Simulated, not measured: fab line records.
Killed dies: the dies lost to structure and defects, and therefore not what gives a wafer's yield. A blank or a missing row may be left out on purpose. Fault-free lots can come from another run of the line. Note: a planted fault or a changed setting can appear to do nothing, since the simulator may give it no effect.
Comparing a struck lot with a sound one :: flow sky130 :: 17 out of 708 route steps
Sound: wafers L606.1, L606.3, L606.6. Wafers L612.2, L612.4, L612.6 were the ones struck. Last of all comes the cause.
For every step that has rows: the tool of each side, followed by ch and its chambers, followed by its first start. Under that, the readings that differ: sound wafers :: struck wafers :: difference of the means :: sigmas: that difference in standard deviations of wafers without a fault.
alike: readings whose means differ by less than 2 such deviations, and words and numbers that are the same on both sides. not compared: withheld readings, readings that some wafer has no value for, bounds like >300 that may hide the same value, and numbers for which the record gives no deviation and whose values overlap.
A row with sigmas, a row that says differs or no value, or rows on one side alone: a step with any of these is where the two part. When numbers do not overlap yet have no deviation, they are printed without sigmas and do not part them. Lack of a reading on every wafer of one side parts them only where that side has two or more wafers.

SKY_VT_ADJUST_LVTN_OVL_MEAS_07:
  struck on overlay-01, day 10 17:10; sound on overlay-02, day 8 19:45
  alike: VT_ADJUST_LVTN_OVL
following that, these wafers have no rows for 1 step: SKY_VT_ADJUST_LVTN_IMPLANT_08.
SKY_VT_ADJUST_LVTN_STRIP_09: strips in O2/N2.
  sound on plasma_asher-01 ch 0,1, day 8 19:56; struck on plasma_asher-02 ch 0,1, day 10 17:20
  alike: drypump_motor_current_A, oes_product_au, strip_time_to_endpoint_s
  not compared: rf_hours_counter_h
SKY_VT_ADJUST_LVTN_TW_MEAS_10:
  struck on film_metro-01, day 10 17:27; sound on film_metro-03, day 8 20:02
reading: VT_ADJUST_LVTN_TW
sound: 239.5 240.5 241.5
struck: 242.2 242.9 243.6
difference: +2.4
sigmas: +2
then, 7 steps without rows for these wafers: SKY_VT_ADJUST_LVTN_DEHYDRATE_11 (time 60 s); SKY_VT_ADJUST_LVTN_HMDS_12 (prime time 60 s); SKY_VT_ADJUST_LVTN_COAT_13 (resist thk 1140 nm); SKY_VT_ADJUST_LVTN_SOFTBAKE_14 (time 60 s); SKY_VT_ADJUST_LVTN_EXPOSE_15 (exposes mask HVN STD DERIVED, target cd 600 nm); SKY_VT_ADJUST_LVTN_PEB_16; SKY_VT_ADJUST_LVTN_DEVELOP_17 (develop time 60 s).
SKY_VT_ADJUST_LVTN_OVL_MEAS_18:
  struck on overlay-02, day 11 15:54; sound on overlay-01, day 9 17:34
  alike: VT_ADJUST_LVTN_01_OVL
SKY_VT_ADJUST_LVTN_IMPLANT_19:
  sound on implanter-01 ch 0, day 9 17:36; struck on implanter-01 ch 0, day 11 15:58
reading: dose_ions_cm2
sound: 6.515e+11 6.508e+11 6.501e+11
struck: 1.0505e+12 1.0502e+12 1.0519e+12
difference: +4.0007e+11
sigmas: +99 or more

reading: faraday_current_uA
sound: 3.66 3.72 3.59
struck: 5.70 6.06 5.86
difference: +2.22
sigmas: +32
SKY_VT_ADJUST_LVTN_STRIP_20: strips in O2/N2.
  sound on plasma_asher-02 ch 0,1, day 9 17:45; struck on plasma_asher-04 ch 1, day 11 16:05
reading: strip_time_to_endpoint_s (s)
sound: 14.25 14.24 14.25
struck: 14.17 14.15 14.17
difference: -0.08
sigmas: -2
  alike: drypump_motor_current_A, oes_product_au
  not compared: rf_hours_counter_h
SKY_VT_ADJUST_LVTN_TW_MEAS_21:
  struck on film_metro-04, day 11 16:11; sound on film_metro-01, day 9 17:51
reading: VT_ADJUST_LVTN_2_TW
sound: 188.9 186.9 188.3
struck: 215.6 216.4 216.1
difference: +28.0
sigmas: +25
then, 1 step without rows for these wafers: SKY_VT_ADJUST_NCORE_DEHYDRATE_00 (time 60 s).
-- the record jumps here: 38 days lie between the struck wafers' starts before and after (it left off in module VT_ADJUST_NCORE and takes up again in module PAD_OPEN, whose first step shown is number 708 of the route) --
SKY_PAD_OPEN_PROBE_99:
  struck on prober-01, day 49 09:10; sound on prober-02, day 48 07:31
reading: model.etest.res_pwell_under_gate.rs_ohm_sq
sound: 2293 2317 2307
struck: 2233 2239 2235
difference: -70
sigmas: 

reading: model.etest.nfet_g5v0d10v5.r_on_ohm_um
sound: 1822 1863 1845
struck: 1937 1892 1909
difference: +69
sigmas: 

reading: model.etest.tip_n_5v.rs_ohm_sq
sound: 1382 1385 1378
struck: 1431 1428 1425
difference: +46
sigmas: 

reading: model.etest.nfet_g5v0d10v5.drive_ua_um
sound: 620.7 609.5 622.6
struck: 580.5 592.8 587.3
difference: -30.7
sigmas: 

reading: model.etest.nfet_16v.drive_ua_um
sound: 229.1 226.6 226.6
struck: 210.4 213.2 212.7
difference: -15.3
sigmas: 

reading: model.etest.nfet_g5v0d10v5.body_rise_v (V)
sound: 0.6613 0.6642 0.6637
struck: 0.7372 0.7241 0.7296
difference: +0.0672
sigmas: 

reading: model.etest.nfet_16v.body_rise_v (V)
sound: 0.6614 0.6643 0.6629
struck: 0.7365 0.721 0.7257
difference: +0.0649
sigmas: 

reading: model.etest.nfet_g5v0d10v5.vt_sat_v (V)
sound: 0.7599 0.7511 0.7619
struck: 0.8222 0.8137 0.8165
difference: +0.0598
sigmas: 
  alike: killed_at_M0_to_M3, killed_at_M4_up, killed_at_contacts, killed_at_front_end, killed_at_other, killed_dies, killed_open, killed_short

## WHERE THEY PART
Last at SKY_VT_ADJUST_LVTN_TW_MEAS_21 as far as this record goes, first at SKY_VT_ADJUST_LVTN_TW_MEAS_10. Later steps at which nothing parts them and some readings are alike: SKY_PAD_OPEN_PROBE_99.

WHY: what the simulator had put in
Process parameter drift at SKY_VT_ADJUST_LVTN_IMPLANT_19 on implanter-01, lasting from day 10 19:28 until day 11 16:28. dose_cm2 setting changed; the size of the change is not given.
